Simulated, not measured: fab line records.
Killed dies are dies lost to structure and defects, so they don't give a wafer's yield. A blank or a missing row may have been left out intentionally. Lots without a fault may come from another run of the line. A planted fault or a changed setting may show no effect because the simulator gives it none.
Which of the tools did it? || flow gf180mcu || 42 wafers from 14 lots sampled at 2 of the route's 602 steps

== WHAT EACH GAUGE READ, for each wafer ==
GF_DUAL_GATE_THK_MEAS_03. Usual: for DUAL_GATE_OXIDATION_00_THK the level is 10.89 nm and the standard deviation is 0.22.
{"lot": "L171", "measured": "day 7 18:13", "on": "filmMetro-02", "DUAL_GATE_OXIDATION_00_THK (nm)": "10.87 10.58 10.76", "flag": ""}
{"lot": "L172", "measured": "day 8 01:40", "on": "filmMetro-03", "DUAL_GATE_OXIDATION_00_THK (nm)": "10.63 10.56 10.72", "flag": ""}
{"lot": "L174", "measured": "day 8 17:07", "on": "filmMetro-01", "DUAL_GATE_OXIDATION_00_THK (nm)": "10.57 10.57 10.56", "flag": ""}
{"lot": "L175", "measured": "day 8 20:12", "on": "filmMetro-02", "DUAL_GATE_OXIDATION_00_THK (nm)": "10.89 11.02 11.10", "flag": ""}
{"lot": "L176", "measured": "day 9 02:09", "on": "filmMetro-02", "DUAL_GATE_OXIDATION_00_THK (nm)": "10.81 10.57 10.68", "flag": ""}
{"lot": "L177", "measured": "day 9 05:58", "on": "filmMetro-02", "DUAL_GATE_OXIDATION_00_THK (nm)": "11.25 11.31 11.16", "flag": ""}
{"lot": "L178", "measured": "day 9 12:46", "on": "filmMetro-02", "DUAL_GATE_OXIDATION_00_THK (nm)": "10.65 10.50 10.56", "flag": ""}
{"lot": "L179", "measured": "day 9 19:13", "on": "filmMetro-02", "DUAL_GATE_OXIDATION_00_THK (nm)": "8.99 8.99 9.09", "flag": "OFF"}
{"lot": "L180", "measured": "day 10 05:07", "on": "filmMetro-01", "DUAL_GATE_OXIDATION_00_THK (nm)": "9.09 9.18 9.23", "flag": "OFF"}
{"lot": "L189", "measured": "day 12 15:13", "on": "filmMetro-01", "DUAL_GATE_OXIDATION_00_THK (nm)": "11.04 10.90 10.87", "flag": ""}
{"lot": "L191", "measured": "day 13 03:28", "on": "filmMetro-02", "DUAL_GATE_OXIDATION_00_THK (nm)": "11.15 11.29 11.26", "flag": ""}
{"lot": "L192", "measured": "day 13 09:40", "on": "filmMetro-02", "DUAL_GATE_OXIDATION_00_THK (nm)": "11.00 10.91 10.90", "flag": ""}
{"lot": "L193", "measured": "day 13 20:21", "on": "filmMetro-01", "DUAL_GATE_OXIDATION_00_THK (nm)": "10.92 10.96 10.89", "flag": ""}
{"lot": "L194", "measured": "day 14 07:22", "on": "filmMetro-02", "DUAL_GATE_OXIDATION_00_THK (nm)": "10.84 10.79 11.04", "flag": ""}

== TOOL THAT RAN EACH LOT (tool first, then ch and the chambers of the sampled wafers, then the start) ==
{"lot": "L171", "GF_DUAL_GATE_OXIDATION_02": "furnace-01 ch 0, day 7 16:46"}
{"lot": "L172", "GF_DUAL_GATE_OXIDATION_02": "furnace-02 ch 0, day 8 00:12"}
{"lot": "L174", "GF_DUAL_GATE_OXIDATION_02": "furnace-01 ch 0, day 8 15:40"}
{"lot": "L175", "GF_DUAL_GATE_OXIDATION_02": "furnace-02 ch 0, day 8 18:45"}
{"lot": "L176", "GF_DUAL_GATE_OXIDATION_02": "furnace-01 ch 0, day 9 00:43"}
{"lot": "L177", "GF_DUAL_GATE_OXIDATION_02": "furnace-02 ch 0, day 9 04:32"}
{"lot": "L178", "GF_DUAL_GATE_OXIDATION_02": "furnace-01 ch 0, day 9 11:18"}
{"lot": "L179", "GF_DUAL_GATE_OXIDATION_02": "furnace-01 ch 0, day 9 17:45"}
{"lot": "L180", "GF_DUAL_GATE_OXIDATION_02": "furnace-01 ch 0, day 10 03:40"}
{"lot": "L189", "GF_DUAL_GATE_OXIDATION_02": "furnace-02 ch 0, day 12 13:46"}
{"lot": "L191", "GF_DUAL_GATE_OXIDATION_02": "furnace-01 ch 0, day 13 02:01"}
{"lot": "L192", "GF_DUAL_GATE_OXIDATION_02": "furnace-02 ch 0, day 13 08:13"}
{"lot": "L193", "GF_DUAL_GATE_OXIDATION_02": "furnace-02 ch 0, day 13 18:54"}
{"lot": "L194", "GF_DUAL_GATE_OXIDATION_02": "furnace-02 ch 0, day 14 05:55"}
- GF_DUAL_GATE_OXIDATION_02: stabilise 600 s, purge 300 s, target thk 10.887 nm.

== AS READ BY THE TOOLS THEMSELVES (means over the sampled wafers that have a number; for cases with no such wafer, the mark the record gives instead) ==
GF_DUAL_GATE_OXIDATION_02. Usual: spikeTcBottomC 920.1 C, standard deviation 1.7; spikeTcTopC 908.9 C, standard deviation 2.4; zonePowerUpperPct 19.8 %, standard deviation 2.6.
{"lot": "L171", "tool": "furnace-01", "spikeTcBottomC (C)": 918.8, "spikeTcTopC (C)": 906.6, "zonePowerUpperPct (%)": 22.0, "flag": ""}
{"lot": "L172", "tool": "furnace-02", "spikeTcBottomC (C)": 920.7, "spikeTcTopC (C)": 911.0, "zonePowerUpperPct (%)": 16.7, "flag": ""}
{"lot": "L174", "tool": "furnace-01", "spikeTcBottomC (C)": 918.2, "spikeTcTopC (C)": 907.3, "zonePowerUpperPct (%)": 22.3, "flag": ""}
{"lot": "L175", "tool": "furnace-02", "spikeTcBottomC (C)": 921.4, "spikeTcTopC (C)": 911.9, "zonePowerUpperPct (%)": 16.7, "flag": ""}
{"lot": "L176", "tool": "furnace-01", "spikeTcBottomC (C)": 919.5, "spikeTcTopC (C)": 907.0, "zonePowerUpperPct (%)": 22.2, "flag": ""}
{"lot": "L177", "tool": "furnace-02", "spikeTcBottomC (C)": 921.9, "spikeTcTopC (C)": 910.8, "zonePowerUpperPct (%)": 16.7, "flag": ""}
{"lot": "L178", "tool": "furnace-01", "spikeTcBottomC (C)": 920.1, "spikeTcTopC (C)": 906.4, "zonePowerUpperPct (%)": 21.9, "flag": ""}
{"lot": "L179", "tool": "furnace-01", "spikeTcBottomC (C)": 918.3, "spikeTcTopC (C)": 905.4, "zonePowerUpperPct (%)": 22.1, "flag": ""}
{"lot": "L180", "tool": "furnace-01", "spikeTcBottomC (C)": 920.1, "spikeTcTopC (C)": 907.1, "zonePowerUpperPct (%)": 21.7, "flag": ""}
{"lot": "L189", "tool": "furnace-02", "spikeTcBottomC (C)": 921.3, "spikeTcTopC (C)": 911.9, "zonePowerUpperPct (%)": 16.7, "flag": ""}
{"lot": "L191", "tool": "furnace-01", "spikeTcBottomC (C)": 918.9, "spikeTcTopC (C)": 906.9, "zonePowerUpperPct (%)": 22.1, "flag": ""}
{"lot": "L192", "tool": "furnace-02", "spikeTcBottomC (C)": 921.2, "spikeTcTopC (C)": 911.9, "zonePowerUpperPct (%)": 16.8, "flag": ""}
{"lot": "L193", "tool": "furnace-02", "spikeTcBottomC (C)": 922.1, "spikeTcTopC (C)": 910.3, "zonePowerUpperPct (%)": 16.6, "flag": ""}
{"lot": "L194", "tool": "furnace-02", "spikeTcBottomC (C)": 921.8, "spikeTcTopC (C)": 911.0, "zonePowerUpperPct (%)": 16.6, "flag": ""}

== THE ANSWER, worked out from the rows above alone ==
Rule: take the mean of a lot's wafers that have a number; if it is more than 3 standard deviations from the usual mean, the lot is off. A lot without any number at a reading at which 4 lots or more have one is off too. The other lots that the step has rows for count as sound. After the gauges, taken in route order, come the tools' own readings; for these a lot's mean is taken, as printed above. At the first step where some lot is off, the reading lying furthest off is the one used; lots without a number count as furthest.
Off: at GF_DUAL_GATE_THK_MEAS_03 (DUAL_GATE_OXIDATION_00_THK), L179, L180.
If a tool, at a process step before that reading, ran all the lots that are off and no sound lot after the first of them, it fits. The gauges at GF_DUAL_GATE_THK_MEAS_03 are tried like those tools. None of those tried fits.

== WHAT THE SIMULATOR PUT IN ==
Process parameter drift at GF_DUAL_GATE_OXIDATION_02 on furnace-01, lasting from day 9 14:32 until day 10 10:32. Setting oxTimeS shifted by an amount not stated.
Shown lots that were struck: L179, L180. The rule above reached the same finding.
